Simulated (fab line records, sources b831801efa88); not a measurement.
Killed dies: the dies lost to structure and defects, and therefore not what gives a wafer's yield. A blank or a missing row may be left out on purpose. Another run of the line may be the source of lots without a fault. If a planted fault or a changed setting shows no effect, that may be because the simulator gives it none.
The tool behind it: which one? / flow sky130 / Sampling: 14 lots, 42 wafers, 2 of 708 route steps

WHAT EACH GAUGE READ, for each wafer
SKY_GATE_OXIDE_TW_MEAS_14. Usual: for GATE_OXIDE_TW the level is 224.5 and the standard deviation is 2.4.
lot=L264; measured=day 14 12:01; on=film-metro-03; GATE_OXIDE_TW=276.2 275.3 275.5 275.3 273.2 276.0; flag=OFF
lot=L265; measured=day 14 21:35; on=film-metro-03; GATE_OXIDE_TW=224.8 224.3 224.7; flag=
lot=L266; measured=day 15 02:18; on=film-metro-02; GATE_OXIDE_TW=219.2 222.0 222.2; flag=
lot=L267; measured=day 15 06:09; on=film-metro-01; GATE_OXIDE_TW=226.5 226.4 225.6; flag=
lot=L270; measured=day 15 23:33; on=film-metro-02; GATE_OXIDE_TW=270.6 268.6 270.4 268.8 270.9 270.6; flag=OFF
lot=L276; measured=day 18 00:20; on=film-metro-03; GATE_OXIDE_TW=225.2 224.3 225.5; flag=
lot=L277; measured=day 19 02:16; on=film-metro-01; GATE_OXIDE_TW=227.2 226.7 227.6; flag=
lot=L278; measured=day 19 03:15; on=film-metro-01; GATE_OXIDE_TW=228.3 226.6 227.1; flag=
lot=L279; measured=day 19 06:10; on=film-metro-03; GATE_OXIDE_TW=226.1 224.9 226.4; flag=
lot=L280; measured=day 19 11:46; on=film-metro-01; GATE_OXIDE_TW=227.7 226.1 226.6; flag=
lot=L281; measured=day 19 16:08; on=film-metro-01; GATE_OXIDE_TW=228.6 228.9 228.7; flag=
lot=L282; measured=day 20 04:14; on=film-metro-01; GATE_OXIDE_TW=227.1 227.1 228.0; flag=
lot=L283; measured=day 20 10:47; on=film-metro-02; GATE_OXIDE_TW=221.3 220.4 220.8; flag=
lot=L287; measured=day 22 12:06; on=film-metro-01; GATE_OXIDE_TW=224.3 224.4 224.8; flag=

WHICH TOOL RAN EACH LOT (tool, then ch and the chambers of the sampled wafers, then the start)
lot=L264; SKY_GATE_OXIDE_IMPLANT_11=implanter-04 ch 0, day 14 11:22
lot=L265; SKY_GATE_OXIDE_IMPLANT_11=implanter-02 ch 0, day 14 21:14
lot=L266; SKY_GATE_OXIDE_IMPLANT_11=implanter-02 ch 0, day 15 01:56
lot=L267; SKY_GATE_OXIDE_IMPLANT_11=implanter-04 ch 0, day 15 05:48
lot=L270; SKY_GATE_OXIDE_IMPLANT_11=implanter-04 ch 0, day 15 22:35
lot=L276; SKY_GATE_OXIDE_IMPLANT_11=implanter-04 ch 0, day 17 23:53
lot=L277; SKY_GATE_OXIDE_IMPLANT_11=implanter-04 ch 0, day 19 01:56
lot=L278; SKY_GATE_OXIDE_IMPLANT_11=implanter-04 ch 0, day 19 02:55
lot=L279; SKY_GATE_OXIDE_IMPLANT_11=implanter-02 ch 0, day 19 05:50
lot=L280; SKY_GATE_OXIDE_IMPLANT_11=implanter-04 ch 0, day 19 11:25
lot=L281; SKY_GATE_OXIDE_IMPLANT_11=implanter-03 ch 0, day 19 15:47
lot=L282; SKY_GATE_OXIDE_IMPLANT_11=implanter-02 ch 0, day 20 03:53
lot=L283; SKY_GATE_OXIDE_IMPLANT_11=implanter-03 ch 0, day 20 10:20
lot=L287; SKY_GATE_OXIDE_IMPLANT_11=implanter-02 ch 0, day 22 11:46
- SKY_GATE_OXIDE_IMPLANT_11

AS READ BY THE TOOLS THEMSELVES (means over the sampled wafers that have a number; for cases with no such wafer, the mark the record gives instead)
The record holds no such reading with a usual standard deviation.

THE ANSWER, worked out from the rows above alone
Rule: lot off if the mean of its wafers having a number is beyond 3 standard deviations from the usual mean. Also off: a lot with no number at a reading for which 4 or more lots have one. Where the step has rows for the other lots, those lots are counted as sound. The gauges are gone through in route order, then the tools' own readings, and for those a lot's mean is taken as printed above. The first step at which some lot is off is used, and at that step the reading that is off furthest; a lot without a number counts as furthest.
Off: at SKY_GATE_OXIDE_TW_MEAS_14 (GATE_OXIDE_TW), L264, L270.
If a tool, at a process step before that reading, ran all the lots that are off and no sound lot after the first of them, it fits. The gauges at SKY_GATE_OXIDE_TW_MEAS_14 are tried like those tools. Of those tried, none fits.

WHAT THE SIMULATOR HAD INSERTED
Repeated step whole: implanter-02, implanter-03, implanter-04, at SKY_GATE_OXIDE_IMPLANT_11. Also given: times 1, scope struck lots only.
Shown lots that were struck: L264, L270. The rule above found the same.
